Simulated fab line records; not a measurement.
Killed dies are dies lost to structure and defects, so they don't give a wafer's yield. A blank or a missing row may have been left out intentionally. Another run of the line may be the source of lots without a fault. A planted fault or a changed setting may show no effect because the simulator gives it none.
fab line records	flow sky130
record: lots: 24	wafers: 72	last-day: 50
route steps=708 shown FIELD_ISO@28 RES_PROTECT@214 LI_CONTACT@374 LOCAL_INTERCONNECT@398 CONTACT@406
lots that met no fault: from a run of the same line without faults
start-h: hours from the record's opening day to when the first of the lot's shown wafers began	wait-h: hours since the lot's step before	" repeats the value in the row above	L1.1+2: several wafers, shown together as one row	- no value, or no start given	* or withheld: withheld	< > ~ a bound
route shown NAME@n: a module of which the file shows steps, and the number in the route of the first	usual: mean and standard deviation over wafers with no fault	same: alike in all rows	chamber/n: place in a boat	sites: readings site by site	_std_site: standard deviation across them	_edge_site: inner sites' mean taken away from outer sites' mean	radius-mm: how far each site lies from the wafer's centre	mask NAME#n: copy n	behind: the most recent tool/chamber to have shaped the wafer	hold: why the lot was held/for how many hours/how that ended	device: names the non-switching transistor (n, p or np)	end of line: the same wafers' tests at the end of the route	a step given without rows: its recipe and nothing more	killed: dies lost to structure and defects at the first sort, not the wafer's yield	map: per-die view of a wafer (x killed, . not killed, _ where there is no die)
set.NAME: the setting the step ran with; set.NAME@STEP: the setting that earlier step ran with	model.NAME: the simulator's own value behind a step, which no gauge read
route steps across a sampled set of lots; one table per step, one row per wafer
services: from which hour (start-h, from the record's first day; less than 0 if before it) a tool's chamber was out of use, for how many hours, and why
== steps ==
step: SKY_FIELD_ISO_CMP_27
recipe: stop-on: Si3N4	t-overpolish-s: 16	down-force-psi: 4	platen-rpm: 60	target-thk-nm: 457.8	pad-velocity-m-s: 0.94248
usual: motor-current-A: 12.3/1.5	overpolish-run-s: 16.000/0.0087	slurry-flow-ml-min: 150.0/0.45	time-to-endpoint-s: 112/3.3
lot.wafer	tool	chamber	start-h	wait-h	motor-current-A	overpolish-run-s	slurry-flow-ml-min	time-to-endpoint-s
L074.1	cmp-01	0	33.13	0.0	13.3	16.004	149.8	111
L074.5	"	0	"	"	12.5	16.006	149.6	116
L074.6	"	1	"	"	12.7	15.992	150.2	113
L075.4	cmp-01	1	41.71	0.1	13.0	15.992	150.8	111
L075.6	"	3	"	"	14.9	16.010	149.5	119
L075.5	"	0	"	"	13.5	16.011	150.1	113
L076.4	cmp-02	2	44.47	0.0	9.9	15.992	149.9	111
L076.2	"	3	"	"	11.9	16.002	150.2	109
L076.3	"	1	"	"	9.8	16.003	150.5	108
L077.3	cmp-01	1	48.89	0.1	13.6	16.005	149.9	108
L077.6	"	0	"	"	12.6	16.016	149.9	115
L077.5	"	1	"	"	13.7	15.997	149.4	109
L078.3	cmp-02	1	55.51	0.0	10.3	15.999	150.0	115
L078.4	"	3	"	"	11.5	16.001	149.8	110
L078.5	"	1	"	"	10.7	16.008	150.1	114
L079.4	cmp-02	0	61.24	0.1	14.2	15.995	150.0	114
L079.3	"	2	"	"	10.0	16.018	150.1	114
L079.5	"	3	"	"	10.9	16.002	149.8	113
L080.1	cmp-02	3	63.41	0.1	10.6	16.004	149.5	108
L080.3	"	1	"	"	10.4	16.005	150.3	109
L080.5	"	2	"	"	9.9	16.008	150.0	113
L081.4	cmp-01	2	70.14	0.1	12.0	15.985	149.7	114
L081.6	"	0	"	"	12.8	15.982	149.8	114
L081.5	"	1	"	"	13.6	15.993	150.1	114
L082.3	cmp-01	1	73.94	0.0	13.5	16.002	150.2	108
L082.4	"	0	"	"	12.7	15.991	149.6	113
L082.6	"	2	"	"	12.3	16.000	150.0	117
L083.2	cmp-02	0	79.11	0.0	14.2	16.005	149.9	108
L083.1	"	2	"	"	9.6	15.990	150.4	110
L083.6	"	1	"	"	10.3	15.991	149.7	109
L084.1	cmp-02	3	86.00	0.0	10.8	16.003	150.1	107
L084.3	"	2	"	"	9.9	15.990	149.8	111
L084.6	"	3	"	"	10.6	15.988	150.1	111
L085.1	cmp-02	0	89.54	0.1	13.8	15.998	148.7	114
L085.6	"	3	"	"	10.7	15.998	149.8	112
L085.5	"	0	"	"	13.2	16.009	150.1	113
L086.1	cmp-01	2	99.27	0.1	12.6	16.007	150.2	120
L086.3	"	3	"	"	13.5	16.007	150.5	115
L086.4	"	0	"	"	13.0	16.003	150.0	113
L087.1	cmp-01	1	99.57	0.3	13.2	16.009	149.9	120
L087.3	"	3	"	"	14.0	16.008	149.4	119
L087.6	"	0	"	"	12.4	15.996	150.2	111
L088.3	cmp-01	0	105.89	0.0	12.4	15.996	149.8	110
L088.1	"	1	"	"	12.5	16.011	149.3	106
L088.4	"	3	"	"	15.0	15.999	149.8	111
L089.4	cmp-02	3	118.52	0.0	10.8	16.001	150.4	113
L089.1	"	0	"	"	13.7	16.006	150.0	113
L089.5	"	0	"	"	13.7	15.993	149.7	111
L090.3	cmp-02	1	128.22	0.1	10.4	15.989	149.4	111
L090.2	"	2	"	"	10.4	16.003	150.1	115
L090.5	"	3	"	"	10.7	15.999	150.0	113
L091.1	cmp-02	1	133.50	0.0	10.1	16.002	150.0	110
L091.3	"	3	"	"	10.8	15.984	149.5	112
L091.5	"	2	"	"	9.5	16.002	150.1	107
L092.3	cmp-01	0	133.50	0.0	12.5	16.005	150.4	112
L092.1	"	2	"	"	12.4	15.998	149.4	115
L092.5	"	0	"	"	12.8	15.999	150.2	111
L093.1	cmp-02	1	135.54	0.0	10.2	15.989	150.8	114
L093.3	"	3	"	"	10.6	15.986	149.9	112
L093.5	"	1	"	"	10.7	16.012	150.6	112
L094.3	cmp-01	0	143.76	0.9	13.8	16.010	150.1	113
L094.5	"	2	"	"	12.7	16.004	151.2	108
L094.6	"	3	"	"	14.0	16.005	150.6	113
L095.2	cmp-01	1	150.44	0.1	13.6	16.003	149.8	107
L095.4	"	2	"	"	12.8	15.983	150.3	113
L095.6	"	0	"	"	13.9	16.008	150.1	110
L096.3	cmp-02	3	150.44	0.1	10.8	16.018	151.0	109
L096.4	"	0	"	"	13.7	16.010	150.0	104
L096.5	"	1	"	"	10.5	16.001	150.5	111
L097.1	cmp-01	2	154.53	0.0	12.0	16.004	150.4	116
L097.4	"	0	"	"	13.2	15.998	149.2	116
L097.5	"	2	"	"	11.9	16.002	149.8	112
step: SKY_RES_PROTECT_STRIP_07
recipe: chemistry: O2/N2	power-w: 1400	pressure-mtorr: 1500	platen-temp-c: withheld	o2-flow-sccm: 3000	n2-flow-sccm: 300	overash-fraction: 0.5
usual: chamber-pressure-mTorr: 1499.9/1.3	drypump-motor-current-A: 5.6/0.6	oes-product-au: 0.518/0.0044	strip-time-to-endpoint-s: 23.30/0.032
lot.wafer	tool	chamber	start-h	wait-h	chamber-pressure-mTorr	drypump-motor-current-A	oes-product-au	rf-hours-counter-h	strip-time-to-endpoint-s
L074.1	plasma-asher-01	0	337.36	0.1	1501.1	6.3	0.526	64	23.32
L074.5	"	0	"	"	1497.2	6.3	0.515	-	23.35
L074.6	"	1	"	"	1499.4	4.8	0.521	-	23.32
L076.2	plasma-asher-01	0	350.76	0.1	1501.2	6.3	0.518	65	23.33
L076.3	"	1	"	"	1501.0	4.8	0.514	-	23.34
L076.4	"	0	"	"	1497.9	6.3	0.520	-	23.32
L075.4	plasma-asher-01	0	351.09	0.1	1500.4	6.3	0.513	-	23.33
L075.5	"	0	"	"	1499.4	6.3	0.525	-	23.31
L075.6	"	1	"	"	1499.0	4.8	0.520	-	23.32
L077.3	plasma-asher-04	0	362.32	0.1	1498.5	6.0	0.526	-	23.31
L077.5	"	0	"	"	1500.6	6.0	0.511	-	23.30
L077.6	"	1	"	"	1497.9	5.4	0.520	-	23.34
L078.3	plasma-asher-01	1	374.70	0.1	1499.4	4.8	0.515	-	23.29
L078.4	"	0	"	"	1499.4	6.3	0.513	-	23.31
L078.5	"	0	"	"	1499.7	6.3	0.517	-	23.29
L079.3	plasma-asher-01	0	377.85	0.1	1503.3	6.3	0.514	-	23.32
L079.4	"	1	"	"	1497.5	4.8	0.520	-	23.27
L079.5	"	0	"	"	1497.0	6.3	0.512	-	23.27
L080.1	plasma-asher-01	0	384.29	0.1	1499.8	6.3	0.517	69	23.26
L080.3	"	1	"	"	1501.9	4.8	0.520	-	23.27
L080.5	"	0	"	"	1499.1	6.3	0.512	-	23.29
L081.4	plasma-asher-01	1	396.29	0.1	1499.8	4.8	0.516	-	23.31
L081.5	"	1	"	"	1499.7	4.8	0.515	-	23.35
L081.6	"	0	"	"	1498.8	6.3	0.519	-	23.32
L082.3	plasma-asher-01	1	403.20	0.1	1502.0	4.8	0.512	-	23.32
L082.4	"	0	"	"	1499.0	6.3	0.518	-	23.29
L082.6	"	1	"	"	1500.4	4.8	0.522	-	23.37
L083.1	plasma-asher-01	0	416.46	0.1	1500.1	6.3	0.514	72	23.28
L083.2	"	1	"	"	1499.9	4.8	0.516	72	23.30
L083.6	"	0	"	"	1500.1	6.3	0.516	-	23.25
L084.1	plasma-asher-03	1	426.17	0.1	1499.4	5.3	0.519	29	23.31
L084.3	"	0	"	"	1499.3	6.2	0.519	-	23.26
L084.6	"	0	"	"	1499.8	6.2	0.514	-	23.27
L085.1	plasma-asher-04	0	430.27	0.1	1498.1	6.0	0.518	0	23.31
L085.5	"	1	"	"	1499.2	5.4	0.514	-	23.32
L085.6	"	0	"	"	1498.4	6.0	0.514	-	23.29
L086.1	plasma-asher-03	1	446.49	0.1	1502.0	5.3	0.522	32	23.29
L086.3	"	1	"	"	1501.2	5.3	0.519	-	23.28
L086.4	"	0	"	"	1501.6	6.2	0.519	-	23.24
L087.1	plasma-asher-04	0	449.76	0.1	1500.1	6.0	0.534	2	23.37
L087.3	"	1	"	"	1500.1	5.4	0.517	-	23.36
L087.6	"	0	"	"	1499.4	6.0	0.522	-	23.32
L088.1	plasma-asher-04	0	463.56	0.1	1498.4	6.0	0.520	4	23.34
L088.3	"	0	"	"	1496.8	6.0	0.515	-	23.34
L088.4	"	1	"	"	1500.7	5.3	0.512	-	23.35
L089.1	plasma-asher-01	0	489.64	0.1	1499.2	6.3	0.517	81	23.27
L089.4	"	0	"	"	1498.8	6.3	0.519	-	23.28
L089.5	"	1	"	"	1500.7	4.9	0.517	-	23.24
L090.2	plasma-asher-04	1	494.02	0.1	1502.7	5.4	0.526	8	23.31
L090.3	"	0	"	"	1501.1	6.0	0.516	-	23.31
L090.5	"	1	"	"	1501.3	5.4	0.514	-	23.32
L092.1	plasma-asher-03	0	502.82	0.1	1499.8	6.2	0.523	34	23.35
L092.3	"	0	"	"	1500.3	6.2	0.522	-	23.33
L092.5	"	0	"	"	1501.7	6.2	0.517	-	23.36
L091.1	plasma-asher-01	0	508.11	0.1	1501.6	6.3	0.512	82	23.26
L091.3	"	0	"	"	1499.0	6.3	0.517	-	23.28
L091.5	"	0	"	"	1498.3	6.3	0.515	-	23.32
L093.1	plasma-asher-01	0	510.17	0.1	1500.4	6.3	0.525	83	23.28
L093.3	"	1	"	"	1499.8	4.8	0.518	-	23.23
L093.5	"	0	"	"	1499.9	6.3	0.518	-	23.25
L094.3	plasma-asher-03	1	520.72	0.1	1500.1	5.3	0.527	-	23.26
L094.5	"	1	"	"	1499.3	5.3	0.521	-	23.27
L094.6	"	0	"	"	1501.9	6.2	0.521	-	23.26
L096.3	plasma-asher-04	1	529.89	0.1	1500.4	5.4	0.515	-	23.27
L096.4	"	0	"	"	1498.8	6.0	0.517	-	23.32
L096.5	"	0	"	"	1498.9	6.0	0.523	-	23.27
L095.2	plasma-asher-03	0	531.39	0.1	1500.1	6.2	0.508	37	23.27
L095.4	"	0	"	"	1500.1	6.2	0.510	-	23.29
L095.6	"	0	"	"	1501.2	6.2	0.515	-	23.32
L097.1	plasma-asher-01	0	537.12	0.1	1498.1	6.3	0.509	85	23.31
L097.4	"	1	"	"	1499.1	4.9	0.516	-	23.28
L097.5	"	1	"	"	1497.5	4.8	0.510	-	23.29
step: SKY_LI_CONTACT_CD_MEAS_12
recipe: target-cd-nm: 170
usual: cd-nm: 170.0/1.1
lot.wafer	tool	chamber	start-h	wait-h	cd-nm
L074.1	cd-sem-02	-	676.14	-	170.2
L074.5	"	-	"	"	169.5
L074.6	"	-	"	"	170.7
L076.2	cd-sem-02	-	689.53	-	170.5
L076.3	"	-	"	"	170.6
L076.4	"	-	"	"	170.2
L075.4	cd-sem-02	-	689.70	-	170.5
L075.5	"	-	"	"	169.5
L075.6	"	-	"	"	168.8
L077.3	cd-sem-02	-	699.38	-	168.3
L077.5	"	-	"	"	169.0
L077.6	"	-	"	"	169.3
L078.3	cd-sem-02	-	711.60	-	168.6
L078.4	"	-	"	"	169.3
L078.5	"	-	"	"	168.9
L079.3	cd-sem-02	-	715.58	-	172.2
L079.4	"	-	"	"	172.7
L079.5	"	-	"	"	170.4
L080.1	cd-sem-02	-	719.72	-	170.3
L080.3	"	-	"	"	172.1
L080.5	"	-	"	"	170.8
L081.4	cd-sem-02	-	725.05	-	167.9
L081.5	"	-	"	"	168.2
L081.6	"	-	"	"	168.5
L082.3	cd-sem-01	-	742.58	-	169.7
L082.4	"	-	"	"	169.2
L082.6	"	-	"	"	169.0
L083.1	cd-sem-02	-	749.29	-	169.3
L083.2	"	-	"	"	168.3
L083.6	"	-	"	"	169.5
L084.1	cd-sem-02	-	754.77	-	171.4
L084.3	"	-	"	"	171.1
L084.6	"	-	"	"	171.1
L085.1	cd-sem-02	-	763.12	-	169.6
L085.5	"	-	"	"	170.0
L085.6	"	-	"	"	171.7
L086.1	cd-sem-01	-	773.54	-	168.8
L086.3	"	-	"	"	169.7
L086.4	"	-	"	"	170.4
L087.1	cd-sem-02	-	779.52	-	172.2
L087.3	"	-	"	"	169.5
L087.6	"	-	"	"	170.8
L088.1	cd-sem-01	-	789.92	-	170.6
L088.3	"	-	"	"	171.1
L088.4	"	-	"	"	171.2
L089.1	cd-sem-02	-	812.21	-	168.3
L089.4	"	-	"	"	170.0
L089.5	"	-	"	"	169.1
L090.2	cd-sem-01	-	815.29	-	169.1
L090.3	"	-	"	"	170.9
L090.5	"	-	"	"	171.4
L092.1	cd-sem-02	-	821.67	-	170.9
L092.3	"	-	"	"	172.4
L092.5	"	-	"	"	171.1
L091.1	cd-sem-02	-	837.92	-	171.5
L091.3	"	-	"	"	170.3
L091.5	"	-	"	"	171.2
L094.3	cd-sem-01	-	838.85	-	171.7
L094.5	"	-	"	"	170.7
L094.6	"	-	"	"	171.1
L093.1	cd-sem-02	-	839.07	-	170.5
L093.3	"	-	"	"	168.7
L093.5	"	-	"	"	170.9
L096.3	cd-sem-02	-	845.51	-	169.6
L096.4	"	-	"	"	169.8
L096.5	"	-	"	"	170.3
L095.2	cd-sem-01	-	846.18	-	169.5
L095.4	"	-	"	"	170.2
L095.6	"	-	"	"	168.9
L097.1	cd-sem-01	-	851.89	-	167.4
L097.4	"	-	"	"	168.9
L097.5	"	-	"	"	168.2
step: SKY_LI_CONTACT_SPUTTER_20
recipe: material: TiN	target-thk-nm: 20	chamber-pressure-pa: 5	power-w: 4000	time-s: 80
usual: throttle-valve-pct: 30.3/1.1
lot.wafer	tool	chamber	start-h	wait-h	throttle-valve-pct
L074.1	pvd-sputter-02	-	676.81	0.0	29.9
L074.5	"	-	"	"	29.9
L074.6	"	-	"	"	31.0
L076.2	pvd-sputter-04	-	690.16	0.0	28.2
L076.3	"	-	"	"	31.8
L076.4	"	-	"	"	30.3
L075.4	pvd-sputter-02	-	690.30	0.0	29.9
L075.5	"	-	"	"	31.3
L075.6	"	-	"	"	30.2
L077.3	pvd-sputter-04	-	699.99	0.0	32.3
L077.5	"	-	"	"	31.7
L077.6	"	-	"	"	30.6
L078.3	pvd-sputter-01	-	712.21	0.0	28.2
L078.4	"	-	"	"	29.2
L078.5	"	-	"	"	28.6
L079.3	pvd-sputter-04	-	716.21	0.0	30.3
L079.4	"	-	"	"	31.9
L079.5	"	-	"	"	30.3
L080.1	pvd-sputter-04	-	720.37	0.0	32.4
L080.3	"	-	"	"	30.3
L080.5	"	-	"	"	30.3
L081.4	pvd-sputter-02	-	725.66	0.0	30.2
L081.5	"	-	"	"	30.1
L081.6	"	-	"	"	29.8
L082.3	pvd-sputter-01	-	743.19	0.0	28.3
L082.4	"	-	"	"	28.4
L082.6	"	-	"	"	31.2
L083.1	pvd-sputter-02	-	749.95	0.0	30.2
L083.2	"	-	"	"	29.9
L083.6	"	-	"	"	31.1
L084.1	pvd-sputter-02	-	755.44	0.0	29.6
L084.3	"	-	"	"	29.9
L084.6	"	-	"	"	31.0
L085.1	pvd-sputter-04	-	763.79	0.0	31.8
L085.5	"	-	"	"	32.2
L085.6	"	-	"	"	28.4
L086.1	pvd-sputter-02	-	774.19	0.0	31.0
L086.3	"	-	"	"	29.9
L086.4	"	-	"	"	30.3
L087.1	pvd-sputter-02	-	780.17	0.0	29.6
L087.3	"	-	"	"	30.0
L087.6	"	-	"	"	29.9
L088.1	pvd-sputter-01	-	790.57	0.0	28.3
L088.3	"	-	"	"	31.2
L088.4	"	-	"	"	28.3
L089.1	pvd-sputter-04	-	812.88	0.0	28.1
L089.4	"	-	"	"	30.3
L089.5	"	-	"	"	31.8
L090.2	pvd-sputter-02	-	815.92	0.0	29.9
L090.3	"	-	"	"	29.9
L090.5	"	-	"	"	31.1
L092.1	pvd-sputter-02	-	822.32	0.0	29.9
L092.3	"	-	"	"	29.8
L092.5	"	-	"	"	29.8
L091.1	pvd-sputter-02	-	838.59	0.0	29.9
L091.3	"	-	"	"	30.1
L091.5	"	-	"	"	29.9
L094.3	pvd-sputter-02	-	839.46	0.0	31.1
L094.5	"	-	"	"	30.0
L094.6	"	-	"	"	30.1
L093.1	pvd-sputter-01	-	839.74	0.0	30.9
L093.3	"	-	"	"	29.3
L093.5	"	-	"	"	29.2
L096.3	pvd-sputter-02	-	846.14	0.0	31.3
L096.4	"	-	"	"	29.8
L096.5	"	-	"	"	29.7
L095.2	pvd-sputter-04	-	846.83	0.0	28.1
L095.4	"	-	"	"	32.6
L095.6	"	-	"	"	31.9
L097.1	pvd-sputter-02	-	852.54	0.0	30.1
L097.4	"	-	"	"	29.8
L097.5	"	-	"	"	30.0
step: SKY_LOCAL_INTERCONNECT_CD_MEAS_11
recipe: target-cd-nm: 170
usual: cd-nm: 169.9/1.6
lot.wafer	tool	chamber	start-h	wait-h	cd-nm
L074.1	cd-sem-01	-	705.92	-	168.6
L074.5	"	-	"	"	169.5
L074.6	"	-	"	"	168.0
L076.2	cd-sem-02	-	718.63	-	169.4
L076.3	"	-	"	"	169.4
L076.4	"	-	"	"	169.0
L075.4	cd-sem-01	-	718.83	-	168.4
L075.5	"	-	"	"	171.4
L075.6	"	-	"	"	168.8
L077.3	cd-sem-01	-	726.28	-	167.1
L077.5	"	-	"	"	168.1
L077.6	"	-	"	"	167.2
L078.3	cd-sem-02	-	743.65	-	169.0
L078.4	"	-	"	"	169.4
L078.5	"	-	"	"	169.2
L079.3	cd-sem-01	-	744.96	-	171.5
L079.4	"	-	"	"	172.3
L079.5	"	-	"	"	169.9
L080.1	cd-sem-01	-	749.29	-	168.5
L080.3	"	-	"	"	168.7
L080.5	"	-	"	"	168.4
L081.4	cd-sem-01	-	753.42	-	169.5
L081.5	"	-	"	"	170.7
L081.6	"	-	"	"	168.2
L082.3	cd-sem-01	-	771.05	-	169.8
L082.4	"	-	"	"	170.6
L082.6	"	-	"	"	171.4
L083.1	cd-sem-02	-	777.44	-	170.6
L083.2	"	-	"	"	171.2
L083.6	"	-	"	"	171.0
L084.1	cd-sem-02	-	782.37	-	171.7
L084.3	"	-	"	"	171.7
L084.6	"	-	"	"	172.4
L085.1	cd-sem-01	-	790.79	-	167.9
L085.5	"	-	"	"	167.4
L085.6	"	-	"	"	169.6
L086.1	cd-sem-01	-	801.16	-	167.3
L086.3	"	-	"	"	167.9
L086.4	"	-	"	"	167.8
L087.1	cd-sem-01	-	807.34	-	171.6
L087.3	"	-	"	"	172.8
L087.6	"	-	"	"	172.4
L088.1	cd-sem-01	-	817.26	-	172.5
L088.3	"	-	"	"	172.6
L088.4	"	-	"	"	170.6
L089.1	cd-sem-02	-	839.42	-	166.0
L089.4	"	-	"	"	166.5
L089.5	"	-	"	"	166.4
L090.2	cd-sem-01	-	843.26	-	170.3
L090.3	"	-	"	"	169.9
L090.5	"	-	"	"	170.1
L092.1	cd-sem-02	-	849.41	-	168.9
L092.3	"	-	"	"	168.5
L092.5	"	-	"	"	169.7
L091.1	cd-sem-01	-	865.46	-	170.6
L091.3	"	-	"	"	171.4
L091.5	"	-	"	"	171.8
L093.1	cd-sem-02	-	866.77	-	169.8
L093.3	"	-	"	"	171.3
L093.5	"	-	"	"	170.1
L094.3	cd-sem-01	-	866.78	-	173.2
L094.5	"	-	"	"	171.8
L094.6	"	-	"	"	171.0
L096.3	cd-sem-01	-	872.65	-	171.1
L096.4	"	-	"	"	171.2
L096.5	"	-	"	"	171.1
L095.2	cd-sem-02	-	873.39	-	170.6
L095.4	"	-	"	"	169.1
L095.6	"	-	"	"	169.9
L097.1	cd-sem-02	-	878.74	-	170.1
L097.4	"	-	"	"	170.8
L097.5	"	-	"	"	168.6
step: SKY_CONTACT_CVD_00
recipe: material: Si3N4	target-thk-nm: 75	temp-c: 400	time-s: withheld	rf-w: 450
usual: heater-power-w: 727/70
lot.wafer	tool	chamber	start-h	wait-h	heater-power-w
L074.1	pecvd-03	0	706.94	0.0	775
L074.5	"	0	"	"	774
L074.6	"	2	"	"	698
L076.2	pecvd-03	0	719.47	0.0	803
L076.3	"	2	"	"	658
L076.4	"	0	"	"	827
L075.4	pecvd-01	1	719.65	0.0	713
L075.5	"	0	"	"	734
L075.6	"	1	"	"	707
L077.3	pecvd-02	1	727.13	0.0	839
L077.5	"	2	"	"	769
L077.6	"	0	"	"	722
L078.3	pecvd-01	0	744.48	0.0	675
L078.4	"	2	"	"	656
L078.5	"	0	"	"	671
L079.3	pecvd-03	0	745.80	0.0	842
L079.4	"	2	"	"	608
L079.5	"	0	"	"	851
L080.1	pecvd-02	1	750.23	0.0	876
L080.3	"	2	"	"	685
L080.5	"	0	"	"	661
L081.4	pecvd-03	1	754.32	0.0	747
L081.5	"	2	"	"	650
L081.6	"	0	"	"	690
L082.3	pecvd-02	1	771.87	0.0	846
L082.4	"	1	"	"	851
L082.6	"	0	"	"	756
L083.1	pecvd-03	0	778.30	0.0	736
L083.2	"	2	"	"	646
L083.6	"	0	"	"	753
L084.1	pecvd-01	1	783.23	0.0	665
L084.3	"	2	"	"	609
L084.6	"	2	"	"	623
L085.1	pecvd-02	1	791.65	0.0	836
L085.5	"	0	"	"	645
L085.6	"	2	"	"	701
L086.1	pecvd-02	1	802.14	0.0	795
L086.3	"	0	"	"	686
L086.4	"	1	"	"	820
L087.1	pecvd-03	1	808.20	0.0	831
L087.3	"	2	"	"	668
L087.6	"	0	"	"	826
L088.1	pecvd-01	1	818.17	0.0	675
L088.3	"	2	"	"	574
L088.4	"	1	"	"	684
L089.1	pecvd-02	0	840.33	0.0	689
L089.4	"	2	"	"	668
L089.5	"	1	"	"	850
L090.2	pecvd-03	0	844.17	0.0	815
L090.3	"	2	"	"	660
L090.5	"	2	"	"	651
L092.1	pecvd-01	0	850.31	0.0	677
L092.3	"	1	"	"	734
L092.5	"	0	"	"	690
L091.1	pecvd-02	2	866.34	0.0	767
L091.3	"	2	"	"	759
L091.5	"	0	"	"	717
L094.3	pecvd-01	2	867.64	0.0	617
L094.5	"	0	"	"	795
L094.6	"	1	"	"	658
L093.1	pecvd-03	0	867.67	0.0	744
L093.3	"	1	"	"	811
L093.5	"	2	"	"	700
L096.3	pecvd-02	1	873.50	0.0	736
L096.4	"	1	"	"	750
L096.5	"	0	"	"	671
L095.2	pecvd-01	1	874.27	0.0	710
L095.4	"	1	"	"	700
L095.6	"	0	"	"	733
L097.1	pecvd-02	1	879.60	0.0	816
L097.4	"	0	"	"	738
L097.5	"	1	"	"	822
== services ==
tool	chamber	start-h	hours	kind
cmp-01	-	20.77	0.4	repair
cmp-02	-	22.37	2.0	repair
cmp-02	-	41.50	2.6	repair
cmp-02	-	47.51	6.3	pm
cmp-02	-	64.00	4.0	pm
cmp-01	-	64.82	0.8	repair
cmp-01	-	77.92	4.3	repair
plasma-asher-01	-	98.46	1.9	repair
plasma-asher-01	-	161.90	2.8	pm
pvd-sputter-02	-	186.80	4.7	repair
plasma-asher-01	-	201.48	10.9	repair
plasma-asher-01	-	234.74	1.3	repair
plasma-asher-01	-	246.27	3.2	repair
pvd-sputter-02	-	400.16	7.5	repair
pvd-sputter-02	-	438.76	0.6	repair
pvd-sputter-02	-	463.35	5.3	repair
plasma-asher-01	-	580.32	5.3	repair
pvd-sputter-02	-	590.45	0.8	repair
plasma-asher-01	-	614.11	7.3	repair
pvd-sputter-02	-	707.88	2.7	repair
plasma-asher-01	-	733.75	9.0	pm
plasma-asher-01	-	746.86	4.0	repair
plasma-asher-01	-	844.24	4.9	repair
plasma-asher-01	-	850.59	5.1	repair
== key ==
fault none
